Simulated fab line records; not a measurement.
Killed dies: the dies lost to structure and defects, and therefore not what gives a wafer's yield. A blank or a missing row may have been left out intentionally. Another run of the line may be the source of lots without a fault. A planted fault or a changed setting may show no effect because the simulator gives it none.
fab line records + flow sky130
[record]
- lots = 14
- wafers = 42
- lastDay = 50
route steps=708 shown VT_ADJUST_LVTN@118 SONOS_ONO@184 POLY_GATE@205 PAD_OPEN@708
lots with no fault: from the same line, run without faults
startH: hours from the record's opening day to when the first of the lot's shown wafers began + waitH: how many hours have passed since the lot's step before this one + " unchanged from the row above + L1.1+2: several wafers, shown together as one row + - either no value or no given start + * or withheld: withheld + < > ~ a bound
route shown NAME@n: a module of which the file shows steps, and the number in the route of the first + usual: mean and standard deviation over wafers with no fault + same: alike in all rows + chamber/n: place in a boat + sites: per-site readings + _std_site: how widely they spread, as a standard deviation + _edge_site: inner sites' mean taken away from outer sites' mean + radiusMm: how far each site lies from the wafer's centre + mask NAME#n: copy n + behind: the tool/chamber that last shaped the wafer + hold: the reason the lot was held/the length of the hold in hours/how it ended + device: transistor that didn't switch, given as n, p or np + end of line: the route-end tests of the same wafers + for a step that has no rows: nothing shown but its recipe + killed: dies that structure and defects cost at the first sort, which is not the same as the wafer's yield + map: per-die view of a wafer (x killed, . not killed, _ where there is no die)
set.NAME: the run value of the setting; set.NAME@STEP: its run value at that earlier step + model.NAME: the simulator's own value behind a step, which no gauge read
the route's steps for a sample of lots (tables are steps, rows are wafers)
services: when a tool's chamber went out of use (startH, in hours from the record's first day, below 0 if earlier), for how many hours, and the reason
[[steps]]
[step SKY_VT_ADJUST_LVTN_TW_MEAS_21]
[usual]
- VT_ADJUST_LVTN_2_TW = 187.6/1.4
| lot.wafer | tool         | chamber | startH | waitH | VT_ADJUST_LVTN_2_TW |
|-----------|--------------|---------|--------|-------|---------------------|
| L159.2    | filmMetro-03 | -       | 174.14 | 0.1   | 186.8               |
| L159.4    | "            | -       | "      | "     | 185.9               |
| L159.5    | "            | -       | "      | "     | 187.2               |
| L160.2    | filmMetro-02 | -       | 182.52 | 0.1   | 185.6               |
| L160.3    | "            | -       | "      | "     | 186.0               |
| L160.6    | "            | -       | "      | "     | 185.9               |
| L165.1    | filmMetro-03 | -       | 208.93 | 0.1   | 187.5               |
| L165.2    | "            | -       | "      | "     | 186.9               |
| L165.3    | "            | -       | "      | "     | 186.7               |
| L166.1    | filmMetro-03 | -       | 216.78 | 0.1   | 187.3               |
| L166.3    | "            | -       | "      | "     | 186.5               |
| L166.6    | "            | -       | "      | "     | 187.4               |
| L167.1    | filmMetro-02 | -       | 226.10 | 0.1   | 186.9               |
| L167.2    | "            | -       | "      | "     | 186.8               |
| L167.4    | "            | -       | "      | "     | 186.8               |
| L169.2    | filmMetro-04 | -       | 238.69 | 0.1   | 191.1               |
| L169.4    | "            | -       | "      | "     | 190.7               |
| L169.6    | "            | -       | "      | "     | 190.9               |
| L170.2    | filmMetro-03 | -       | 245.62 | 0.1   | 188.3               |
| L170.5    | "            | -       | "      | "     | 187.2               |
| L170.6    | "            | -       | "      | "     | 188.4               |
| L172.1    | filmMetro-02 | -       | 256.88 | 0.1   | 187.3               |
| L172.2    | "            | -       | "      | "     | 186.8               |
| L172.4    | "            | -       | "      | "     | 187.7               |
| L173.1    | filmMetro-04 | -       | 265.98 | 0.1   | 189.1               |
| L173.3    | "            | -       | "      | "     | 189.5               |
| L173.5    | "            | -       | "      | "     | 189.8               |
| L174.2    | filmMetro-04 | -       | 274.77 | 0.1   | 189.6               |
| L174.3    | "            | -       | "      | "     | 189.5               |
| L174.5    | "            | -       | "      | "     | 189.7               |
| L176.1    | filmMetro-04 | -       | 283.86 | 0.1   | 188.9               |
| L176.2    | "            | -       | "      | "     | 188.4               |
| L176.3    | "            | -       | "      | "     | 188.5               |
| L179.1    | filmMetro-03 | -       | 310.96 | 0.1   | 187.8               |
| L179.5    | "            | -       | "      | "     | 188.1               |
| L179.6    | "            | -       | "      | "     | 188.0               |
| L180.2    | filmMetro-03 | -       | 315.02 | 0.1   | 188.5               |
| L180.4    | "            | -       | "      | "     | 187.1               |
| L180.6    | "            | -       | "      | "     | 187.7               |
| L181.3    | filmMetro-02 | -       | 323.88 | 0.1   | 187.1               |
| L181.5    | "            | -       | "      | "     | 186.0               |
| L181.6    | "            | -       | "      | "     | 187.5               |
[step SKY_SONOS_ONO_WET_ETCH_16]
[recipe]
- chemistry = dHF
- targetDepthNm = 14
- dry = n2Spin
- target = SiO2
- dilution = 100:1
- tempC = 25
- timeS = 280
[usual]
- runLengthS = 308/3.3
- tempC = 24.99/0.13
| lot.wafer | tool        | chamber | startH | waitH | runLengthS | tempC |
|-----------|-------------|---------|--------|-------|------------|-------|
| L159.2    | wetBench-02 | 3       | 296.32 | 0.0   | 313        | 25.09 |
| L159.4    | "           | 3       | "      | "     | 313        | 25.17 |
| L159.5    | "           | 3       | "      | "     | 313        | 25.02 |
| L160.2    | wetBench-02 | 3       | 313.97 | 0.0   | 307        | 24.80 |
| L160.3    | "           | 3       | "      | "     | 307        | 24.95 |
| L160.6    | "           | 3       | "      | "     | 307        | 24.86 |
| L165.1    | wetBench-02 | 2       | 333.97 | 0.0   | 305        | 24.95 |
| L165.2    | "           | 2       | "      | "     | 305        | 25.02 |
| L165.3    | "           | 2       | "      | "     | 305        | 24.98 |
| L166.1    | wetBench-02 | 2       | 345.62 | 0.0   | 312        | 25.08 |
| L166.3    | "           | 2       | "      | "     | 312        | 25.10 |
| L166.6    | "           | 2       | "      | "     | 312        | 25.05 |
| L167.1    | wetBench-04 | 3       | 360.06 | 0.0   | 308        | 24.97 |
| L167.2    | "           | 3       | "      | "     | 308        | 25.06 |
| L167.4    | "           | 3       | "      | "     | 308        | 24.77 |
| L169.2    | wetBench-02 | 2       | 375.70 | 0.0   | 313        | 25.10 |
| L169.4    | "           | 2       | "      | "     | 313        | 25.15 |
| L169.6    | "           | 2       | "      | "     | 313        | 25.18 |
| L170.2    | wetBench-02 | 2       | 383.42 | 0.0   | 313        | 25.12 |
| L170.5    | "           | 2       | "      | "     | 313        | 24.95 |
| L170.6    | "           | 2       | "      | "     | 313        | 25.17 |
| L172.1    | wetBench-03 | 2       | 394.57 | 0.0   | 304        | 25.07 |
| L172.2    | "           | 2       | "      | "     | 304        | 24.97 |
| L172.4    | "           | 2       | "      | "     | 304        | 24.96 |
| L173.1    | wetBench-03 | 3       | 405.05 | 0.0   | 306        | 24.77 |
| L173.3    | "           | 3       | "      | "     | 306        | 24.87 |
| L173.5    | "           | 3       | "      | "     | 306        | 24.90 |
| L174.2    | wetBench-03 | 1       | 418.90 | 0.0   | 277        | 24.88 |
| L174.3    | "           | 1       | "      | "     | 277        | 24.98 |
| L174.5    | "           | 1       | "      | "     | 277        | 25.08 |
| L176.1    | wetBench-03 | 1       | 426.17 | 0.0   | 277        | 25.17 |
| L176.2    | "           | 1       | "      | "     | 277        | 25.13 |
| L176.3    | "           | 1       | "      | "     | 277        | 25.00 |
| L179.1    | wetBench-02 | 0       | 459.25 | 0.0   | 312        | 25.12 |
| L179.5    | "           | 0       | "      | "     | 312        | 24.93 |
| L179.6    | "           | 0       | "      | "     | 312        | 24.86 |
| L180.2    | wetBench-04 | 1       | 464.57 | 0.0   | 305        | 25.13 |
| L180.4    | "           | 1       | "      | "     | 305        | 25.23 |
| L180.6    | "           | 1       | "      | "     | 305        | 25.10 |
| L181.3    | wetBench-04 | 2       | 472.22 | 0.0   | 305        | 25.05 |
| L181.5    | "           | 2       | "      | "     | 305        | 24.90 |
| L181.6    | "           | 2       | "      | "     | 305        | 25.05 |
[step SKY_SONOS_ONO_STRIP_17]
[recipe]
- chemistry = O2/N2
- powerW = 1400
- pressureMtorr = 1500
- platenTempC = withheld
- o2FlowSccm = 3000
- n2FlowSccm = 300
- overashFraction = 0.5
[usual]
- drypumpMotorCurrentA = 5.4/0.44
- oesProductAu = 0.710/0.0044
- stripTimeToEndpointS = 14.10/0.038
| lot.wafer | tool           | chamber | startH | waitH | drypumpMotorCurrentA | oesProductAu | rfHoursCounterH | stripTimeToEndpointS |
|-----------|----------------|---------|--------|-------|----------------------|--------------|-----------------|----------------------|
| L159.2    | plasmaAsher-01 | 1       | 296.42 | 0.0   | 5.3                  | 0.709        | 60              | 14.07                |
| L159.4    | "              | 0       | "      | "     | 5.4                  | 0.711        | -               | 14.06                |
| L159.5    | "              | 1       | "      | "     | 5.3                  | 0.707        | -               | 14.09                |
| L160.2    | plasmaAsher-03 | 0       | 314.06 | 0.0   | 5.3                  | 0.704        | 51              | 14.10                |
| L160.3    | "              | 1       | "      | "     | 6.2                  | 0.711        | -               | 14.11                |
| L160.6    | "              | 1       | "      | "     | 6.2                  | 0.710        | -               | 14.12                |
| L165.1    | plasmaAsher-04 | 0       | 334.06 | 0.0   | 5.5                  | 0.714        | 22              | 14.14                |
| L165.2    | "              | 1       | "      | "     | 4.9                  | 0.707        | 22              | 14.08                |
| L165.3    | "              | 0       | "      | "     | 5.5                  | 0.703        | -               | 14.05                |
| L166.1    | plasmaAsher-03 | 0       | 345.71 | 0.0   | 5.3                  | 0.718        | 55              | 14.17                |
| L166.3    | "              | 0       | "      | "     | 5.2                  | 0.711        | -               | 14.20                |
| L166.6    | "              | 1       | "      | "     | 6.2                  | 0.713        | -               | 14.15                |
| L167.1    | plasmaAsher-01 | 0       | 360.14 | 0.0   | 5.4                  | 0.703        | 66              | 14.12                |
| L167.2    | "              | 1       | "      | "     | 5.3                  | 0.712        | 66              | 14.18                |
| L167.4    | "              | 1       | "      | "     | 5.3                  | 0.716        | -               | 14.14                |
| L169.2    | plasmaAsher-04 | 0       | 375.80 | 0.0   | 5.5                  | 0.709        | 26              | 14.12                |
| L169.4    | "              | 0       | "      | "     | 5.5                  | 0.710        | -               | 14.05                |
| L169.6    | "              | 0       | "      | "     | 5.5                  | 0.706        | -               | 14.07                |
| L170.2    | plasmaAsher-03 | 1       | 383.51 | 0.0   | 6.2                  | 0.709        | 58              | 14.12                |
| L170.5    | "              | 1       | "      | "     | 6.2                  | 0.710        | -               | 14.08                |
| L170.6    | "              | 0       | "      | "     | 5.2                  | 0.708        | -               | 14.08                |
| L172.1    | plasmaAsher-04 | 0       | 394.66 | 0.0   | 5.5                  | 0.702        | 28              | 14.08                |
| L172.2    | "              | 1       | "      | "     | 4.9                  | 0.702        | 28              | 14.10                |
| L172.4    | "              | 0       | "      | "     | 5.5                  | 0.709        | -               | 14.09                |
| L173.1    | plasmaAsher-04 | 1       | 405.14 | 0.0   | 4.9                  | 0.707        | 29              | 14.09                |
| L173.3    | "              | 0       | "      | "     | 5.5                  | 0.710        | -               | 14.13                |
| L173.5    | "              | 0       | "      | "     | 5.5                  | 0.705        | -               | 14.09                |
| L174.2    | plasmaAsher-03 | 1       | 418.99 | 0.0   | 6.2                  | 0.708        | 62              | 14.01                |
| L174.3    | "              | 1       | "      | "     | 6.2                  | 0.710        | -               | 14.01                |
| L174.5    | "              | 1       | "      | "     | 6.2                  | 0.706        | -               | 14.02                |
| L176.1    | plasmaAsher-04 | 1       | 426.26 | 0.0   | 4.9                  | 0.715        | 31              | 14.14                |
| L176.2    | "              | 0       | "      | "     | 5.5                  | 0.709        | 31              | 14.12                |
| L176.3    | "              | 0       | "      | "     | 5.5                  | 0.707        | -               | 14.13                |
| L179.1    | plasmaAsher-03 | 0       | 459.35 | 0.0   | 5.3                  | 0.713        | 66              | 14.02                |
| L179.5    | "              | 0       | "      | "     | 5.3                  | 0.712        | -               | 14.01                |
| L179.6    | "              | 1       | "      | "     | 6.2                  | 0.713        | -               | 14.03                |
| L180.2    | plasmaAsher-04 | 0       | 464.66 | 0.0   | 5.5                  | 0.712        | 35              | 14.10                |
| L180.4    | "              | 0       | "      | "     | 5.5                  | 0.713        | -               | 14.08                |
| L180.6    | "              | 1       | "      | "     | 4.9                  | 0.714        | -               | 14.07                |
| L181.3    | plasmaAsher-03 | 0       | 472.34 | 0.0   | 5.3                  | 0.709        | -               | 14.08                |
| L181.5    | "              | 1       | "      | "     | 6.2                  | 0.715        | -               | 14.13                |
| L181.6    | "              | 0       | "      | "     | 5.3                  | 0.707        | -               | 14.08                |
[step SKY_POLY_GATE_THK_MEAS_01]
[recipe]
- reads = poly-Si_of_POLY_GATE_CVD_00
[usual]
- POLY_GATE_CVD_00_THK = 180.6/1.7
| lot.wafer | tool         | chamber | startH | waitH | POLY_GATE_CVD_00_THK[nm] |
|-----------|--------------|---------|--------|-------|--------------------------|
| L159.2    | filmMetro-02 | -       | 331.12 | 0.0   | 180.0                    |
| L159.4    | "            | -       | "      | "     | 180.8                    |
| L159.5    | "            | -       | "      | "     | 179.9                    |
| L160.2    | filmMetro-02 | -       | 349.26 | 0.0   | 183.3                    |
| L160.3    | "            | -       | "      | "     | 183.8                    |
| L160.6    | "            | -       | "      | "     | 181.5                    |
| L165.1    | filmMetro-03 | -       | 370.29 | 0.0   | 180.1                    |
| L165.2    | "            | -       | "      | "     | 179.4                    |
| L165.3    | "            | -       | "      | "     | 180.2                    |
| L166.1    | filmMetro-02 | -       | 382.10 | 0.0   | 178.4                    |
| L166.3    | "            | -       | "      | "     | 179.2                    |
| L166.6    | "            | -       | "      | "     | 178.4                    |
| L167.1    | filmMetro-02 | -       | 396.24 | 0.0   | 180.2                    |
| L167.2    | "            | -       | "      | "     | 180.9                    |
| L167.4    | "            | -       | "      | "     | 180.5                    |
| L169.2    | filmMetro-02 | -       | 411.25 | 0.0   | 180.8                    |
| L169.4    | "            | -       | "      | "     | 181.2                    |
| L169.6    | "            | -       | "      | "     | 181.1                    |
| L170.2    | filmMetro-01 | -       | 417.48 | 0.0   | 180.7                    |
| L170.5    | "            | -       | "      | "     | 179.2                    |
| L170.6    | "            | -       | "      | "     | 181.0                    |
| L172.1    | filmMetro-01 | -       | 431.82 | 0.0   | 183.4                    |
| L172.2    | "            | -       | "      | "     | 182.1                    |
| L172.4    | "            | -       | "      | "     | 183.0                    |
| L173.1    | filmMetro-03 | -       | 442.01 | 0.0   | 182.0                    |
| L173.3    | "            | -       | "      | "     | 180.6                    |
| L173.5    | "            | -       | "      | "     | 181.4                    |
| L174.2    | filmMetro-03 | -       | 455.03 | 0.0   | 180.6                    |
| L174.3    | "            | -       | "      | "     | 180.7                    |
| L174.5    | "            | -       | "      | "     | 181.3                    |
| L176.1    | filmMetro-02 | -       | 463.95 | 0.0   | 178.2                    |
| L176.2    | "            | -       | "      | "     | 178.8                    |
| L176.3    | "            | -       | "      | "     | 178.0                    |
| L179.1    | filmMetro-01 | -       | 494.97 | 0.0   | 181.0                    |
| L179.5    | "            | -       | "      | "     | 181.7                    |
| L179.6    | "            | -       | "      | "     | 181.3                    |
| L180.2    | filmMetro-02 | -       | 502.35 | 0.0   | 179.3                    |
| L180.4    | "            | -       | "      | "     | 178.5                    |
| L180.6    | "            | -       | "      | "     | 179.5                    |
| L181.3    | filmMetro-01 | -       | 508.85 | 0.0   | 182.1                    |
| L181.5    | "            | -       | "      | "     | 180.7                    |
| L181.6    | "            | -       | "      | "     | 182.2                    |
[step SKY_PAD_OPEN_PROBE_99]
[usual]
- killed_at_M0_to_M3 = 44/7.3
- killed_at_M4_up = 3.4/1.8
- killedAtContacts = 24/5.8
- killedAtFrontEnd = 15/4.9
- killedAtOther = 0.4/0.63
- killedDies = 86/11
- killedOpen = 47/8
- killedShort = 39/6.5
[same]
- grossDies = 492
- killedAtBackSide = 0
| lot.wafer | tool      | chamber | startH  | waitH | killed_at_M0_to_M3 | killed_at_M4_up | killedAtContacts | killedAtFrontEnd | killedAtOther | killedDies | killedOpen | killedShort |
|-----------|-----------|---------|---------|-------|--------------------|-----------------|------------------|------------------|---------------|------------|------------|-------------|
| L159.2    | prober-02 | -       | 1089.22 | 0.1   | 36                 | 3               | 31               | 23               | 0             | 93         | 52         | 41          |
| L159.4    | prober-02 | -       | 1089.32 | 0.2   | 57                 | 6               | 18               | 11               | 0             | 92         | 52         | 40          |
| L159.5    | prober-02 | -       | 1089.37 | 0.2   | 45                 | 3               | 10               | 13               | 0             | 71         | 37         | 34          |
| L160.2    | prober-02 | -       | 1106.80 | 0.1   | 41                 | 5               | 22               | 15               | 1             | 84         | 42         | 42          |
| L160.3    | prober-02 | -       | 1106.85 | 0.2   | 54                 | 3               | 19               | 13               | 1             | 90         | 45         | 45          |
| L160.6    | prober-02 | -       | 1107.00 | 0.2   | 40                 | 3               | 24               | 20               | 0             | 87         | 42         | 44          |
| L165.1    | prober-01 | -       | 1118.93 | 0.1   | 49                 | 2               | 28               | 16               | 0             | 95         | 57         | 38          |
| L165.2    | prober-01 | -       | 1118.98 | 0.1   | 46                 | 4               | 25               | 18               | 0             | 93         | 60         | 33          |
| L165.3    | prober-01 | -       | 1119.03 | 0.2   | 37                 | 1               | 28               | 8                | 0             | 74         | 41         | 33          |
| L166.1    | prober-01 | -       | 1127.17 | 0.1   | 45                 | 2               | 25               | 10               | 1             | 83         | 40         | 43          |
| L166.3    | prober-01 | -       | 1127.27 | 0.2   | 46                 | 2               | 14               | 11               | 1             | 74         | 45         | 29          |
| L166.6    | prober-01 | -       | 1127.42 | 0.2   | 51                 | 2               | 31               | 14               | 0             | 98         | 59         | 39          |
| L167.1    | prober-02 | -       | 1135.36 | 0.1   | 46                 | 2               | 27               | 11               | 0             | 86         | 37         | 48          |
| L167.2    | prober-02 | -       | 1135.41 | 0.1   | 29                 | 3               | 26               | 21               | 0             | 79         | 45         | 34          |
| L167.4    | prober-02 | -       | 1135.51 | 0.2   | 42                 | 8               | 31               | 13               | 1             | 95         | 47         | 48          |
| L169.2    | prober-02 | -       | 1145.26 | 0.1   | 52                 | 3               | 18               | 24               | 1             | 98         | 45         | 52          |
| L169.4    | prober-02 | -       | 1145.36 | 0.2   | 41                 | 4               | 24               | 11               | 0             | 80         | 49         | 31          |
| L169.6    | prober-02 | -       | 1145.46 | 0.2   | 37                 | 4               | 28               | 19               | 1             | 89         | 53         | 36          |
| L170.2    | prober-01 | -       | 1150.50 | 0.1   | 37                 | 3               | 21               | 11               | 0             | 72         | 36         | 35          |
| L170.5    | prober-01 | -       | 1150.65 | 0.2   | 37                 | 3               | 21               | 11               | 1             | 73         | 38         | 35          |
| L170.6    | prober-01 | -       | 1150.70 | 0.2   | 45                 | 2               | 11               | 16               | 0             | 74         | 42         | 32          |
| L174.2    | prober-02 | -       | 1173.03 | 0.1   | 46                 | 0               | 22               | 23               | 1             | 92         | 55         | 37          |
| L174.3    | prober-02 | -       | 1173.08 | 0.2   | 52                 | 2               | 29               | 22               | 0             | 105        | 69         | 36          |
| L174.5    | prober-02 | -       | 1173.18 | 0.2   | 48                 | 6               | 29               | 14               | 1             | 98         | 54         | 43          |
| L179.1    | prober-02 | -       | 1191.40 | 0.1   | 62                 | 3               | 32               | 23               | 1             | 121        | 73         | 48          |
| L179.5    | prober-02 | -       | 1191.60 | 0.2   | 53                 | 4               | 24               | 11               | 0             | 92         | 45         | 47          |
| L179.6    | prober-02 | -       | 1191.65 | 0.2   | 46                 | 3               | 21               | 17               | 0             | 87         | 44         | 43          |
// killed by level:class
L159.2 CONTACT:geometricParticle:open=10 VIA1:geometricParticle:open=10 VIA3:geometricParticle:open=8 LI_CONTACT:geometricParticle:open=6 LOCAL_INTERCONNECT:geometricParticle:short=6 FIELD_ISO:geometricParticle:open=5 FIELD_ISO:geometricParticle:short=5 CONTACT:geometricParticle:short=5
L159.4 VIA3:geometricParticle:open=11 CONTACT:geometricParticle:open=10 VIA1:geometricParticle:open=10 METAL1:geometricParticle:short=7 VIA2:geometricParticle:open=6 METAL4:geometricParticle:short=5 VIA1:geometricParticle:short=5 VIA2:geometricParticle:short=5
L159.5 VIA1:geometricParticle:open=10 METAL1:geometricParticle:short=8 CONTACT:geometricParticle:short=5 CONTACT:geometricParticle:open=5 VIA2:geometricParticle:open=5 VIA3:geometricParticle:open=5 POLY_GATE:geometricParticle:open=4 VIA1:geometricParticle:short=4
L160.2 VIA1:geometricParticle:open=9 VIA2:geometricParticle:open=7 CONTACT:geometricParticle:short=6 LOCAL_INTERCONNECT:geometricParticle:short=6 CONTACT:geometricParticle:open=5 VIA1:geometricParticle:short=5 METAL2:geometricParticle:short=5 VIA3:geometricParticle:open=4
L160.3 VIA1:geometricParticle:open=11 VIA3:geometricParticle:open=9 METAL2:geometricParticle:short=8 VIA1:geometricParticle:short=7 LI_CONTACT:geometricParticle:open=6 CONTACT:geometricParticle:open=6 METAL3:geometricParticle:short=5 METAL1:geometricParticle:short=5
L160.6 METAL2:geometricParticle:short=10 VIA1:geometricParticle:open=7 LOCAL_INTERCONNECT:geometricParticle:short=6 LI_CONTACT:geometricParticle:open=6 CONTACT:geometricParticle:open=6 VIA3:geometricParticle:open=5 VIA2:geometricParticle:open=5 FIELD_ISO:geometricParticle:open=4
L165.1 VIA1:geometricParticle:open=11 LI_CONTACT:geometricParticle:open=9 CONTACT:geometricParticle:open=9 VIA3:geometricParticle:open=9 VIA1:geometricParticle:short=6 VIA2:geometricParticle:open=6 FIELD_ISO:geometricParticle:open=5 METAL1:geometricParticle:short=5
L165.2 CONTACT:geometricParticle:open=13 VIA1:geometricParticle:open=10 FIELD_ISO:geometricParticle:open=9 VIA3:geometricParticle:open=8 LI_CONTACT:geometricParticle:open=8 VIA2:geometricParticle:open=6 VIA1:geometricParticle:short=5 POLY_GATE:geometricParticle:short=4
L165.3 CONTACT:geometricParticle:open=9 LI_CONTACT:geometricParticle:open=8 VIA1:geometricParticle:open=7 VIA2:geometricParticle:open=6 METAL1:geometricParticle:short=6 FIELD_ISO:geometricParticle:short=4 VIA3:geometricParticle:open=4 LOCAL_INTERCONNECT:geometricParticle:short=4
L166.1 CONTACT:geometricParticle:open=9 VIA2:geometricParticle:open=6 VIA1:geometricParticle:short=6 VIA1:geometricParticle:open=6 METAL2:geometricParticle:short=6 LI_CONTACT:geometricParticle:open=5 VIA3:geometricParticle:short=5 VIA3:geometricParticle:open=5
L166.3 VIA3:geometricParticle:open=13 VIA2:geometricParticle:open=8 VIA1:geometricParticle:open=7 CONTACT:geometricParticle:open=6 FIELD_ISO:geometricParticle:short=5 METAL1:geometricParticle:short=5 LI_CONTACT:geometricParticle:open=3 METAL2:geometricParticle:short=3
L166.6 CONTACT:geometricParticle:open=16 VIA3:geometricParticle:open=12 VIA1:geometricParticle:open=8 LI_CONTACT:geometricParticle:open=7 VIA1:geometricParticle:short=7 VIA2:geometricParticle:open=6 POLY_GATE:geometricParticle:short=5 CONTACT:geometricParticle:short=4
L167.1 VIA1:geometricParticle:open=13 METAL2:geometricParticle:short=8 CONTACT:geometricParticle:open=7 METAL1:geometricParticle:short=7 LOCAL_INTERCONNECT:geometricParticle:short=6 VIA3:geometricParticle:open=6 LI_CONTACT:geometricParticle:short=4 LI_CONTACT:geometricParticle:open=4
L167.2 FIELD_ISO:geometricParticle:open=10 CONTACT:geometricParticle:open=9 LOCAL_INTERCONNECT:geometricParticle:short=7 METAL1:geometricParticle:short=6 LI_CONTACT:geometricParticle:open=5 VIA3:geometricParticle:open=5 FIELD_ISO:geometricParticle:short=4 VIA2:geometricParticle:open=4
L167.4 VIA3:geometricParticle:open=9 LI_CONTACT:geometricParticle:open=9 VIA2:geometricParticle:open=8 CONTACT:geometricParticle:open=7 METAL1:geometricParticle:short=7 CONTACT:geometricParticle:short=6 METAL2:geometricParticle:short=5 METAL4:geometricParticle:short=5
L169.2 METAL1:geometricParticle:short=9 FIELD_ISO:geometricParticle:short=8 VIA3:geometricParticle:open=8 LI_CONTACT:geometricParticle:open=7 VIA1:geometricParticle:open=7 CONTACT:geometricParticle:open=5 VIA1:geometricParticle:short=5 VIA2:geometricParticle:short=5
L169.4 CONTACT:geometricParticle:open=12 VIA1:geometricParticle:open=8 METAL2:geometricParticle:open=7 VIA2:geometricParticle:open=7 FIELD_ISO:geometricParticle:open=4 METAL1:geometricParticle:short=4 METAL2:geometricParticle:short=4 LOCAL_INTERCONNECT:geometricParticle:short=3
L169.6 CONTACT:geometricParticle:open=11 LI_CONTACT:geometricParticle:open=9 FIELD_ISO:geometricParticle:short=8 VIA1:geometricParticle:open=8 VIA2:geometricParticle:open=7 VIA3:geometricParticle:open=7 POLY_GATE:geometricParticle:open=4 LOCAL_INTERCONNECT:geometricParticle:short=4
L170.2 VIA1:geometricParticle:open=8 CONTACT:geometricParticle:open=6 VIA1:geometricParticle:short=6 VIA2:geometricParticle:open=6 LI_CONTACT:geometricParticle:open=5 METAL1:geometricParticle:short=5 POLY_GATE:geometricParticle:open=4 CONTACT:geometricParticle:short=4
L170.5 CONTACT:geometricParticle:open=9 VIA2:geometricParticle:open=9 LI_CONTACT:geometricParticle:open=7 VIA1:geometricParticle:short=7 POLY_GATE:geometricParticle:short=5 VIA1:geometricParticle:open=4 LI_CONTACT:geometricParticle:short=3 METAL1:geometricParticle:short=3
L170.6 VIA1:geometricParticle:open=10 VIA2:geometricParticle:open=9 VIA1:geometricParticle:short=7 VIA3:geometricParticle:open=6 CONTACT:geometricParticle:open=4 METAL2:geometricParticle:short=4 METAL3:geometricParticle:short=4 FIELD_ISO:geometricParticle:open=3
L174.2 VIA1:geometricParticle:open=11 LI_CONTACT:geometricParticle:open=9 VIA2:geometricParticle:open=9 POLY_GATE:geometricParticle:open=7 METAL2:geometricParticle:short=6 FIELD_ISO:geometricParticle:short=5 FIELD_ISO:geometricParticle:open=5 LI_CONTACT:geometricParticle:short=5
L174.3 VIA1:geometricParticle:open=15 VIA2:geometricParticle:open=11 CONTACT:geometricParticle:open=11 VIA3:geometricParticle:open=8 POLY_GATE:geometricParticle:open=7 LI_CONTACT:geometricParticle:open=7 METAL2:geometricParticle:short=7 FIELD_ISO:geometricParticle:open=6
L174.5 LI_CONTACT:geometricParticle:open=12 VIA1:geometricParticle:open=11 VIA2:geometricParticle:open=10 CONTACT:geometricParticle:open=7 METAL2:geometricParticle:short=7 VIA2:geometricParticle:short=5 METAL4:geometricParticle:short=5 FIELD_ISO:geometricParticle:short=4
L179.1 VIA1:geometricParticle:open=18 CONTACT:geometricParticle:open=11 VIA3:geometricParticle:open=11 FIELD_ISO:geometricParticle:short=8 LI_CONTACT:geometricParticle:open=8 VIA1:geometricParticle:short=6 METAL2:geometricParticle:short=6 FIELD_ISO:geometricParticle:open=5
L179.5 VIA1:geometricParticle:open=15 CONTACT:geometricParticle:open=9 VIA2:geometricParticle:short=8 VIA1:geometricParticle:short=6 METAL2:geometricParticle:short=6 LOCAL_INTERCONNECT:geometricParticle:short=5 VIA2:geometricParticle:open=5 FIELD_ISO:geometricParticle:short=4
L179.6 CONTACT:geometricParticle:short=8 VIA2:geometricParticle:open=8 LI_CONTACT:geometricParticle:open=7 FIELD_ISO:geometricParticle:open=6 METAL1:geometricParticle:short=6 POLY_GATE:geometricParticle:open=5 VIA1:geometricParticle:short=5 VIA1:geometricParticle:open=5
[[services]]
| tool           | chamber | startH | hours | kind   |
|----------------|---------|--------|-------|--------|
| plasmaAsher-03 | -       | 272.52 | 2.7   | repair |
| plasmaAsher-03 | -       | 273.02 | 6.1   | repair |
| wetBench-04    | -       | 314.69 | 1.2   | repair |
| plasmaAsher-04 | -       | 318.06 | 2.7   | repair |
| plasmaAsher-01 | -       | 326.82 | 10.3  | repair |
| plasmaAsher-03 | -       | 328.90 | 1.2   | repair |
[[key]]
[firstSign]
- step = SKY_SONOS_ONO_WET_ETCH_16
- reading = runLengthS
- direction = down
- sigmas = 9.3
- usual = *
- struck = *
effect none on later readings
metAt SKY_SONOS_ONO_WET_ETCH_16
struckLots L174,L176
rowsEnd L176.1,L176.2,L176.3
testerLeftOut L174
notActingAt SKY_VT_ADJUST_LVTN_TW_MEAS_21,SKY_SONOS_ONO_STRIP_17,SKY_POLY_GATE_THK_MEAS_01
onsetBetween 405.05 418.90
[fault]
- kind = processParameterDrift
- tool = wetBench-03
- chamber = -
- onsetH = 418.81
- steps = SKY_SONOS_ONO_WET_ETCH_16
- channel = timeS
- offset = *
- shape = step
- endH = 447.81
- actsIn = *
- stated = *
// testerLeftOut: of these lots the tester's yield and bins aren't shown, on N5 and GAA mostly nor the transistor test; their killed dies are dies lost to structure and defects alone, not to doping, threshold or leakage, so they don't give the yield
// rowsEnd: these wafers met a further fault down the route, and their rows from its step on are left out
